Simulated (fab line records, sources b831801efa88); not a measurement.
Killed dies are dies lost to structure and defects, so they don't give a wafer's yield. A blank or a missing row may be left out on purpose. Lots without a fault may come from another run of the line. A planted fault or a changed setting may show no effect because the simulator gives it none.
A struck lot beside a sound one | flow sky130 | 14 steps out of a route of 708
Sound: wafers L498.4, L498.5, L498.6. Struck: wafers L497.1, L497.4, L497.5. The cause comes at the end.
At each step with rows: each side's tool, then ch and its chambers, then its first start. Under that, the readings that differ: sound wafers | struck wafers | difference of the means | sigmas: that difference in standard deviations of wafers without a fault.
alike: readings whose means differ by less than 2 such deviations, and words and numbers that are the same on both sides. not compared: withheld readings, readings that some wafer has no value for, bounds like >300 that may hide the same value, and numbers for which the record gives no deviation and whose values overlap.
The two part at a step that has a row with sigmas, a row that says differs or no value, or rows on one side only. Numbers that don't overlap but have no deviation are shown without sigmas and don't part them. A reading that every wafer of one side lacks parts them only if that side has two wafers or more.

first, 2 steps without rows for these wafers: SKY_CONTACT_ETCH_16 (etches BARC in N2/H2, stops on SiO2, time 45.9 s, target depth 60 nm); SKY_CONTACT_ETCH_17 (etches SiO2 in C4F8/O2/Ar, stops on Si3N4, target depth 340 nm).
SKY_CONTACT_ETCH_18: etches Si3N4 in CHF3/O2, stops on TiN, time 39 s, target depth 75 nm.
  sound on rie_diel-02 ch 0,1,3; struck on rie_diel-01 ch 1,3
  alike: drypump_motor_current_A, oes_product_au, throttle_valve_pct
  not compared: rf_hours_counter_h
then, 4 steps without rows for these wafers: SKY_CONTACT_STRIP_19 (strips in O2/N2); SKY_CONTACT_STRIP_20 (strips in post etch residue remover, time 1200 s); SKY_CONTACT_CLEAN_21 (cleans in IPA, time 180 s); SKY_CONTACT_CLEAN_22 (cleans in O3/DIW).
SKY_CONTACT_SPUTTER_23: material TiN, target thk 20 nm, time 80 s.
  sound on pvd_sputter-01, day 36 03:41; struck on pvd_sputter-01, day 35 17:35
  alike: cathode_dc_power_W, chamber_pressure_pa, throttle_valve_pct
SKY_CONTACT_CVD_24: deposits W, target thk 340 nm, time 102.12 s.
  sound on cvd_w-01 ch 0,1, day 36 03:46; struck on cvd_w-01 ch 1, day 35 17:38
  alike: heater_power_w, susceptor_temp_C
  not compared: since_wet_clean_h
SKY_CONTACT_RS_MEAS_25: measures by four-point-probe.
  sound on film_metro-02, day 36 03:55; struck on film_metro-04, day 35 17:45
  alike: CONTACT_W_RS
SKY_CONTACT_THK_MEAS_26: measures by xrf.
  sound on film_metro-02, day 36 04:00; struck on film_metro-04, day 35 17:52
  alike: CONTACT_W_THK
SKY_CONTACT_CMP_27: polishes, stops on SiO2, t overpolish 15 s, target thk 0 nm.
  sound on cmp-02 ch 2,3, day 36 04:02; struck on cmp-02 ch 1,2, day 35 17:59
  alike: motor_current_A, overpolish_run_s, retaining_ring_pressure_frac, time_to_endpoint_s
SKY_METAL1_SPUTTER_00: material Ti, target thk 15 nm, time 10 s.
  sound on pvd_sputter-04, day 36 04:20; struck on pvd_sputter-03, day 35 18:14
  no value came back on the struck wafers for cathode_dc_power_W (W), chamber_pressure_pa (Pa), throttle_valve_pct (%), time_s (s); on the sound wafers cathode_dc_power_W (W) reads 3000.4 2999.1 3000.3
SKY_METAL1_SPUTTER_01: material TiN, target thk 20 nm, time 16.7 s.
  sound on pvd_sputter-04, day 36 04:21; struck on pvd_sputter-03, day 35 18:15
  alike: cathode_dc_power_W, chamber_pressure_pa, throttle_valve_pct

WHERE THEY PART
Only at SKY_METAL1_SPUTTER_00, within this record. Later steps at which nothing parts them and some readings are alike: SKY_METAL1_SPUTTER_01.

WHY: what the simulator had put in
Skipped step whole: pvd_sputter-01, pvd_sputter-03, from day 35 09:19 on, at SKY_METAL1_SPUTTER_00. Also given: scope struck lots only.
